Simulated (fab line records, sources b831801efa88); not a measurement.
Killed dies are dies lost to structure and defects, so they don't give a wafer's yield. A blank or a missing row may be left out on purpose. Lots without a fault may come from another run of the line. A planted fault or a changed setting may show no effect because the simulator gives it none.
A struck lot beside a sound one | flow sky130 | 15 steps out of a route of 708
Sound: wafers L589.1, L589.2, L589.6. Struck: wafers L579.1, L579.5, L579.6. The cause comes at the end.
At each step with rows: each side's tool, then ch and its chambers, then its first start. Under that, the readings that differ: sound wafers | struck wafers | difference of the means | sigmas: that difference in standard deviations of wafers without a fault.
alike: readings whose means differ by less than 2 such deviations, and words and numbers that are the same on both sides. not compared: withheld readings, readings that some wafer has no value for, bounds like >300 that may hide the same value, and numbers for which the record gives no deviation and whose values overlap.
The two part at a step that has a row with sigmas, a row that says differs or no value, or rows on one side only. Numbers that don't overlap but have no deviation are shown without sigmas and don't part them. A reading that every wafer of one side lacks parts them only if that side has two wafers or more.

first, 2 steps without rows for these wafers: SKY_LDD_LDN_IMPLANT_10; SKY_LDD_LDN_IMPLANT_11.
SKY_LDD_LDN_STRIP_12: strips in O2/N2.
  sound on plasma_asher-01 ch 0,1, day 29 23:12; struck on plasma_asher-01 ch 0,1, day 26 12:27
  reading                      | sound             | struck            | difference | sigmas
  strip_time_to_endpoint_s (s) | 14.13 14.17 14.13 | 14.26 14.21 14.22 | +0.09      | +2
  alike: drypump_motor_current_A, oes_product_au
  not compared: rf_hours_counter_h
SKY_LDD_LDN_TW_MEAS_13:
  sound on film_metro-03, day 29 23:18; struck on film_metro-03, day 26 12:33
  alike: LDD_LDN_TW
then, 2 steps without rows for these wafers: SKY_LDD_LDN_CLEAN_14 (cleans in SC1/SC2, time 150 s); SKY_SPACER_CVD_00 (deposits Si3N4 from DCS/NH3, target thk 43.1 nm, time 740 s).
SKY_SPACER_THK_MEAS_01:
  sound on film_metro-01, day 30 00:37; struck on film_metro-01, day 26 13:53
  reading                | sound          | struck         | difference | sigmas
  SPACER_CVD_00_THK (nm) | 43.8 43.5 43.3 | 42.6 42.5 42.5 | -1.0       | -2
SKY_SPACER_ETCHBACK_02: etches Si3N4 in CH3F/O2, stops on SiO2, time 46.7 s, target depth 45 nm.
  sound on rie_diel-02 ch 1,2,3, day 30 00:41; struck on rie_diel-02 ch 1,2,3, day 26 13:56
  alike: O2_flow_sccm, drypump_motor_current_A, oes_product_au, throttle_valve_pct
  not compared: rf_hours_counter_h
then, 4 steps without rows for these wafers: SKY_POLY_CUT_DEHYDRATE_00 (time 60 s); SKY_POLY_CUT_HMDS_01 (prime time 60 s); SKY_POLY_CUT_COAT_02 (resist thk 60 nm); SKY_POLY_CUT_COAT_03 (resist thk 450 nm).
SKY_POLY_CUT_SOFTBAKE_04: time 90 s.
  sound on litho_track-04 ch 0, day 30 14:00; struck on litho_track-04 ch 0, day 27 05:00
  reading          | sound                | struck               | difference | sigmas
  run_length_s (s) | 119.17 119.20 119.23 | 122.87 122.99 123.00 | +3.75      | +17
then, 1 step without rows for these wafers: SKY_POLY_CUT_EXPOSE_05 (exposes mask NPCM, target cd 270 nm).
-- the record jumps here: 21 days lie between the struck wafers' starts before and after (it left off in module POLY_CUT and takes up again in module PAD_OPEN, whose first step shown is number 708 of the route) --
SKY_PAD_OPEN_PROBE_99:
  the record has rows for the struck wafers here (prober-02, day 48 10:47) and none for the sound ones

WHERE THEY PART
First at SKY_LDD_LDN_STRIP_12; last, within this record, at SKY_PAD_OPEN_PROBE_99.

WHY: what the simulator had put in
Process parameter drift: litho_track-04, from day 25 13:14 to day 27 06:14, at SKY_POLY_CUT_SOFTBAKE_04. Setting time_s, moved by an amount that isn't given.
